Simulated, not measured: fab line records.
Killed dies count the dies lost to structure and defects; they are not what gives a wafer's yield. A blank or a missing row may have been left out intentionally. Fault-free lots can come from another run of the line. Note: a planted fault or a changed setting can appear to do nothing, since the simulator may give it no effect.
One fault through the eyes of 2 desks || flow gf180mcu || numbers are kept per desk, each desk with only its own; the story behind them comes last

== DESK OF THE TOOL OWNER: krf-scanner-01 ==
The tool's own readings at GF_M4_EXPOSE_11 (exposes mask Metal4, target cd 280 nm): means of the sampled wafers that have a number, for each lot that ran on this tool. Any lot whose mean is over 4 standard deviations away from the usual mean is out of limits and marked OUT; that distance is given in the brackets.
Columns: A = stage-vel-mm-s at GF_M4_EXPOSE_11, usual 499.98 mm/s
{"lot": "L437", "first seen here": "day 22 23:32", "A": 499.79}
{"lot": "L438", "first seen here": "day 23 04:23", "A": 499.88}
{"lot": "L439", "first seen here": "day 23 11:32", "A": 500.11}
{"lot": "L441", "first seen here": "day 24 09:41", "A": 500.14}
{"lot": "L443", "first seen here": "day 24 21:25", "A": 500.02}
{"lot": "L444", "first seen here": "day 25 07:26", "A": 500.01}
{"lot": "L446", "first seen here": "day 26 01:26", "A": 500.04}
{"lot": "L447", "first seen here": "day 26 09:26", "A": 499.91}
{"lot": "L448", "first seen here": "day 26 14:56", "A": 500.07}
{"lot": "L453", "first seen here": "day 28 04:25", "A": 500.14}
{"lot": "L454", "first seen here": "day 28 15:40", "A": 500.19}
{"lot": "L455", "first seen here": "day 28 17:58", "A": 500.01}
This desk's verdict: no lot among the 12 shows anything out of limits.

== METROLOGY DESK ==
What the gauges read for every lot (on any tool): the sampled wafers with a number, averaged. Any lot whose mean is over 4 standard deviations away from the usual mean is out of limits and marked OUT; that distance is given in the brackets.
Columns: A = V3_W_RS at GF_V3_RS_MEAS_24, usual 0.327 ohm/sq; B = cd-nm at GF_M4_CD_MEAS_14, usual 279.9 nm
{"lot": "L437", "first seen here": "day 22 11:10", "A": 0.325, "B": 279.1}
{"lot": "L438", "first seen here": "day 22 16:07", "A": 0.325, "B": 279.8}
{"lot": "L439", "first seen here": "day 23 00:07", "A": 0.329, "B": 278.0}
{"lot": "L441", "first seen here": "day 23 22:31", "A": 0.328, "B": 279.7}
{"lot": "L443", "first seen here": "day 24 09:01", "A": 0.328, "B": 280.6}
{"lot": "L444", "first seen here": "day 24 20:23", "A": 0.334, "B": 278.5}
{"lot": "L446", "first seen here": "day 25 14:01", "A": 0.323, "B": 280.9}
{"lot": "L447", "first seen here": "day 25 22:46", "A": 0.332, "B": 280.2}
{"lot": "L448", "first seen here": "day 26 04:01", "A": 0.331, "B": 279.7}
{"lot": "L453", "first seen here": "day 27 18:31", "A": 0.326, "B": 280.2}
{"lot": "L454", "first seen here": "day 28 05:46", "A": 0.324, "B": "250.2 (-30) OUT"}
{"lot": "L455", "first seen here": "day 28 07:40", "A": 0.333, "B": "252.9 (-27) OUT"}
{"lot": "L459", "first seen here": "day 29 18:40", "A": 0.324, "B": 280.9}
{"lot": "L460", "first seen here": "day 29 19:11", "A": 0.329, "B": 280.1}
Finding of this desk: L454, L455 out of limits; the first was L454 at day 29 00:58, on cd-nm at GF_M4_CD_MEAS_14. In limits: L437, L438, L439, L441, L443, L444, L446, L447, L448, L453, L459, L460.

== PUT TOGETHER ==
An alarm was possible from the metrology desk at day 29 00:58, on L454, L455.
The desk of the tool owner found nothing out of limits.
Tool owner's desk: L454, L455 on record, inside its limits.
GF_M4_EXPOSE_11 was run on krf-scanner-01 by each of the lots named.

== WHAT WAS PUT IN BY THE SIMULATOR ==
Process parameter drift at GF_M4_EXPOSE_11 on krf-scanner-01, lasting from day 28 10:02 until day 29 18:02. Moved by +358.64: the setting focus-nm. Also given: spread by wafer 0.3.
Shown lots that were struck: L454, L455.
Delay in hours, fault start to first out-of-limits reading, per desk: metrology desk 15.
